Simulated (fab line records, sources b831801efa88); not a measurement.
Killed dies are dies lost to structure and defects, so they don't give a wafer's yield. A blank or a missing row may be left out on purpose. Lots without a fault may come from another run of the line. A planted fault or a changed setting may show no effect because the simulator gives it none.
Which tool did it? | flow sfq_line | 15 lots, 45 wafers sampled, at 3 steps of a route of 325

WHAT THE GAUGES READ, wafer by wafer
The record holds no reading of a measuring or inspecting step that can be judged against a usual standard deviation.

WHICH TOOL RAN EACH LOT (tool, then ch and the chambers of the sampled wafers, then the start)
lot  | SFQ_TRILAYER_I4_CMP_CMP_100   | SFQ_TRILAYER_I4_METRO_MEASURE_101 | SFQ_TRILAYER_I4_VIA_ETCH_VIA_ETCH_106
L317 | cmp-02 ch 1,3, day 58 03:03   | film_metro-01, day 58 05:40       | rie_diel-04 ch 0,3, day 58 09:52
L322 | cmp-01 ch 1,2,3, day 60 06:16 | film_metro-03, day 60 09:23       | rie_diel-04 ch 0,2,3, day 60 13:45
L323 | cmp-01 ch 1,2, day 60 15:10   | film_metro-02, day 60 17:47       | rie_diel-02 ch 0,1, day 61 00:30
L324 | cmp-02 ch 0,1,2, day 60 19:28 | film_metro-01, day 60 22:35       | rie_diel-04 ch 1,2,3, day 61 02:07
L327 | cmp-01 ch 0,1,2, day 62 05:27 | film_metro-01, day 62 08:58       | rie_diel-01 ch 1,3, day 62 13:10
L328 | cmp-02 ch 0,1, day 62 10:34   | film_metro-02, day 62 13:41       | rie_diel-01 ch 1,3, day 62 19:10
L329 | cmp-01 ch 1,2,3, day 62 15:57 | film_metro-01, day 62 17:34       | rie_diel-01 ch 0,1,3, day 62 22:46
L330 | cmp-02 ch 1,2,3, day 62 22:37 | film_metro-01, day 63 01:44       | rie_diel-02 ch 0,2, day 66 13:31
L331 | cmp-01 ch 0,1,3, day 63 03:14 | film_metro-02, day 63 06:33       | rie_diel-04 ch 0,2,3, day 66 17:07
L333 | cmp-01 ch 0,1,2, day 63 10:14 | film_metro-03, day 63 12:21       | rie_diel-01 ch 0,1,2, day 66 23:07
L334 | cmp-02 ch 0,1,3, day 63 15:55 | film_metro-01, day 63 17:56       | rie_diel-01 ch 0,3, day 67 03:55
L335 | cmp-01 ch 0,3, day 63 16:49   | film_metro-03, day 63 20:20       | rie_diel-02 ch 1,2, day 67 05:07
L336 | cmp-01 ch 0,1,2, day 63 23:49 | film_metro-02, day 64 02:20       | rie_diel-02 ch 0,1,3, day 67 11:07
L337 | cmp-01 ch 0,1,3, day 64 01:49 | film_metro-03, day 64 05:08       | rie_diel-04 ch 0,1,3, day 67 14:43
L338 | cmp-02 ch 0,2,3, day 64 04:00 | film_metro-01, day 64 06:07       | rie_diel-02 ch 0,1,2, day 67 15:55
- SFQ_TRILAYER_I4_CMP_CMP_100: polishes SiO2.
- SFQ_TRILAYER_I4_METRO_MEASURE_101
- SFQ_TRILAYER_I4_VIA_ETCH_VIA_ETCH_106: etches SiO2 in CHF3, stops on Nb, target depth 260 nm.

WHAT THE TOOLS THEMSELVES READ (means of the sampled wafers that have a number; where no wafer has one, the mark that the record gives instead)
SFQ_TRILAYER_I4_CMP_CMP_100. Usual: edge_zone_pressure_frac 1.000, standard deviation 0.0047; head_pressure_psi 3.000 psi, standard deviation 0.0068; motor_current_A 10.4 A, standard deviation 0.73; platen_rpm 59.99 rpm, standard deviation 0.046; time_to_endpoint_s 214 s, standard deviation 7.8.
lot  | tool   | edge_zone_pressure_frac | head_pressure_psi (psi) | motor_current_A (A) | platen_rpm (rpm) | time_to_endpoint_s (s) | flag
L317 | cmp-02 | 0.996                   | 3.008                   | 10.9                | 59.98            | 213                    |
L322 | cmp-01 | -                       | -                       | -                   | -                | -                      | OFF
L323 | cmp-01 | -                       | -                       | -                   | -                | -                      | OFF
L324 | cmp-02 | -                       | -                       | -                   | -                | -                      | OFF
L327 | cmp-01 | 1.000                   | 2.997                   | 10.1                | 60.00            | 214                    |
L328 | cmp-02 | 1.003                   | 2.996                   | 10.4                | 60.00            | 207                    |
L329 | cmp-01 | 0.993                   | 3.003                   | 10.1                | 59.99            | 219                    |
L330 | cmp-02 | 0.997                   | 3.003                   | 10.6                | 59.99            | 212                    |
L331 | cmp-01 | 1.002                   | 2.999                   | 10.4                | 60.01            | 214                    |
L333 | cmp-01 | 0.995                   | 3.000                   | 10.3                | 59.97            | 213                    |
L334 | cmp-02 | 0.998                   | 2.998                   | 11.0                | 60.00            | 227                    |
L335 | cmp-01 | 1.002                   | 3.001                   | 10.5                | 59.96            | 210                    |
L336 | cmp-01 | 1.000                   | 2.996                   | 10.1                | 60.03            | 210                    |
L337 | cmp-01 | 1.007                   | 3.000                   | 10.6                | 60.02            | 209                    |
L338 | cmp-02 | 1.004                   | 3.002                   | 10.9                | 60.01            | 228                    |

SFQ_TRILAYER_I4_METRO_MEASURE_101. Usual: thk_nm 199.8 nm, standard deviation 1.1.
lot  | tool          | thk_nm (nm) | flag
L317 | film_metro-01 | 199.0       |
L322 | film_metro-03 | 501.8       | OFF
L323 | film_metro-02 | 493.8       | OFF
L324 | film_metro-01 | 498.4       | OFF
L327 | film_metro-01 | 199.4       |
L328 | film_metro-02 | 200.5       |
L329 | film_metro-01 | 198.9       |
L330 | film_metro-01 | 199.7       |
L331 | film_metro-02 | 199.6       |
L333 | film_metro-03 | 200.6       |
L334 | film_metro-01 | 200.4       |
L335 | film_metro-03 | 199.4       |
L336 | film_metro-02 | 199.4       |
L337 | film_metro-03 | 200.0       |
L338 | film_metro-01 | 200.6       |

SFQ_TRILAYER_I4_VIA_ETCH_VIA_ETCH_106. Usual: drypump_motor_current_A 5.8 A, standard deviation 0.41; oes_product_au 0.854 a.u., standard deviation 0.0053.
lot  | tool        | drypump_motor_current_A (A) | oes_product_au (a.u.) | flag
L317 | rie_diel-04 | 5.9                         | 0.851                 |
L322 | rie_diel-04 | 5.8                         | 1.612                 | OFF
L323 | rie_diel-02 | 6.3                         | 1.638                 | OFF
L324 | rie_diel-04 | 5.8                         | 1.608                 | OFF
L327 | rie_diel-01 | 5.8                         | 0.857                 |
L328 | rie_diel-01 | 5.8                         | 0.855                 |
L329 | rie_diel-01 | 5.7                         | 0.854                 |
L330 | rie_diel-02 | 6.5                         | 0.854                 |
L331 | rie_diel-04 | 5.8                         | 0.855                 |
L333 | rie_diel-01 | 5.8                         | 0.857                 |
L334 | rie_diel-01 | 5.6                         | 0.851                 |
L335 | rie_diel-02 | 5.9                         | 0.850                 |
L336 | rie_diel-02 | 5.9                         | 0.852                 |
L337 | rie_diel-04 | 6.0                         | 0.854                 |
L338 | rie_diel-02 | 6.1                         | 0.859                 |

THE ANSWER, worked out from the rows above alone
Rule: a lot is off if the mean of its wafers that have a number lies more than 3 standard deviations from the usual mean. A lot without any number at a reading at which 4 lots or more have one is off too. The other lots that the step has rows for count as sound. The gauges are gone through in route order, then the tools' own readings, and for those a lot's mean is taken as printed above. The first step at which some lot is off is used, and at that step the reading that is off furthest; a lot without a number counts as furthest.
Off: L322, L323, L324, at SFQ_TRILAYER_I4_CMP_CMP_100 (edge_zone_pressure_frac). Without a number there: L322, L323, L324.
A tool fits if, at that step or a process step before it, it ran every lot that is off, and no sound lot after the first of them. None of those tried fits.

WHAT THE SIMULATOR HAD PUT IN
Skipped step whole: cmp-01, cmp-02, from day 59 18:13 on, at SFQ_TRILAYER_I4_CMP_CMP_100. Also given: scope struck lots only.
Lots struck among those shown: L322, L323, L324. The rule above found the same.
